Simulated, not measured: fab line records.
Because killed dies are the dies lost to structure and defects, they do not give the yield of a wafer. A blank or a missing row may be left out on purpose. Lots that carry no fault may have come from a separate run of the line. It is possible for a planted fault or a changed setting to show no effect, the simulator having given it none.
Comparing a struck lot with a sound one / flow gf180mcu / 19 steps out of a route of 602
Sound: the wafers L698.2, L698.4, L698.6. Struck: wafer L706.6. (L706.1, L706.5 of the same lot were not struck and are left out.) The cause comes at the end.
Each step with rows lists, per side, the tool, then ch with its chambers, then its first start. Under that, the readings that differ: sound wafers / struck wafers / difference of the means / sigmas: that difference in standard deviations of wafers without a fault.
alike: same words and numbers on both sides, and readings whose means sit less than 2 such deviations apart. not compared: any withheld reading, any reading some wafer has no value for, any bound like >300 that may hide the same value, and any number with overlapping values for which the record gives no deviation.
Wherever a step has rows on one side only, a row that says differs or no value, or a row with sigmas, the two part there. Numbers that have no deviation but don't overlap get no sigmas and don't part them. A reading missing from all wafers of one side parts the sides only when that side holds two or more wafers.

GF_CONTACT_CMP_27: polishes, stops on SiO2, t overpolish 15 s, target thk 0 nm.
  sound on cmp-02 ch 1,2,3, day 19 23:32; struck on cmp-02 ch 3, day 22 00:11
reading=timeToEndpointS (s); sound=67 64 62; struck=76; difference=+12; sigmas=+3
  alike: motorCurrentA, overpolishRunS
then, 1 step without rows for these wafers: GF_M1_SPUTTER_00 (material Ti, target thk 37.5 nm, time 150 s).
GF_M1_SPUTTER_01: material TiN, target thk 30 nm, time 25 s.
  sound on pvdSputter-02, day 19 23:56; struck on pvdSputter-04, day 22 00:26
reading=throttleValvePct (%); sound=29.6 29.6 29.3; struck=31.0; difference=+1.5; sigmas=+2
GF_M1_SPUTTER_02: material AlCu, target thk 450 nm, time 23.9 s.
  sound on pvdSputter-02, day 19 23:58; struck on pvdSputter-04, day 22 00:28
reading=throttleValvePct (%); sound=29.5 29.7 29.1; struck=31.0; difference=+1.6; sigmas=+2
GF_M1_SPUTTER_03: material Ti, target thk 10 nm, time 6.7 s.
  sound on pvdSputter-02, day 19 23:59; struck on pvdSputter-04, day 22 00:29
reading=throttleValvePct (%); sound=29.7 29.6 29.5; struck=31.0; difference=+1.4; sigmas=+2
GF_M1_SPUTTER_04: material TiN, target thk 50 nm, time 41.7 s.
  sound on pvdSputter-02, day 20 00:01; struck on pvdSputter-04, day 22 00:31
reading=throttleValvePct (%); sound=29.3 29.7 29.3; struck=31.3; difference=+1.9; sigmas=+3
GF_M1_RS_MEAS_05: measurement is done with a four-point probe.
  sound on filmMetro-01, day 20 00:04; struck on filmMetro-02, day 22 00:33
  alike: M1_ALCU_RS
GF_M1_THK_MEAS_06: measures by xrf.
  sound on filmMetro-01, day 20 00:11; struck on filmMetro-02, day 22 00:40
  alike: M1_ALCU_THK
then, 4 steps without rows for these wafers: GF_M1_DEHYDRATE_07 (time 60 s); GF_M1_HMDS_08 (prime time 60 s); GF_M1_COAT_09 (resist thk 1000 nm); GF_M1_SOFTBAKE_10 (time 60 s).
GF_M1_EXPOSE_11: exposes mask Metal1, target cd 230 nm.
  sound on krfScanner-01 ch 0, day 20 12:32; struck on krfScanner-02 ch 0, day 22 12:52
  alike: mask
then, 2 steps without rows for these wafers: GF_M1_PEB_12 (peb time 90 s); GF_M1_DEVELOP_13 (develop time 60 s).
GF_M1_CD_MEAS_14 targets a cd of 230 nm.
  sound on cdSem-01, day 21 00:32; struck on cdSem-02, day 23 00:19
reading=cdNm (nm); sound=230.5 230.6 230.9; struck=133.3; difference=-97.4; sigmas=-89
  not compared: hold
GF_M1_OVL_MEAS_15:
  sound on overlay-02, day 21 00:39; struck on overlay-02, day 23 03:13
reading=hold; sound=- - -; struck=awaitDispo/2.8h/release; difference=no value on the sound wafers; sigmas=
  alike: M1_OVL
GF_M1_METAL_ETCH_16: etches the open film in Cl2/BCl3, stops on SiO2, target depth 627.5 nm, time 104.6 s.
  sound on rieMetal-02 ch 0,1, day 21 00:41; struck on rieMetal-02 ch 1, day 23 03:16
reading=model.M1.cdNm (nm); sound=233.9 234.2 235.5; struck=129.7; difference=-104.8; sigmas=
  alike: drypumpMotorCurrentA, heBacksideLeakSccm, oesProductAu, throttleValvePct
  not compared: rfHoursCounterH
then, 1 step without rows for these wafers: GF_M1_STRIP_17 (strips in O2/N2).

== WHERE THEY PART ==
First at GF_CONTACT_CMP_27; last, within this record, at GF_M1_OVL_MEAS_15. Later steps at which nothing parts them and some readings are alike: GF_M1_METAL_ETCH_16.

WHY: whatever the simulator had introduced
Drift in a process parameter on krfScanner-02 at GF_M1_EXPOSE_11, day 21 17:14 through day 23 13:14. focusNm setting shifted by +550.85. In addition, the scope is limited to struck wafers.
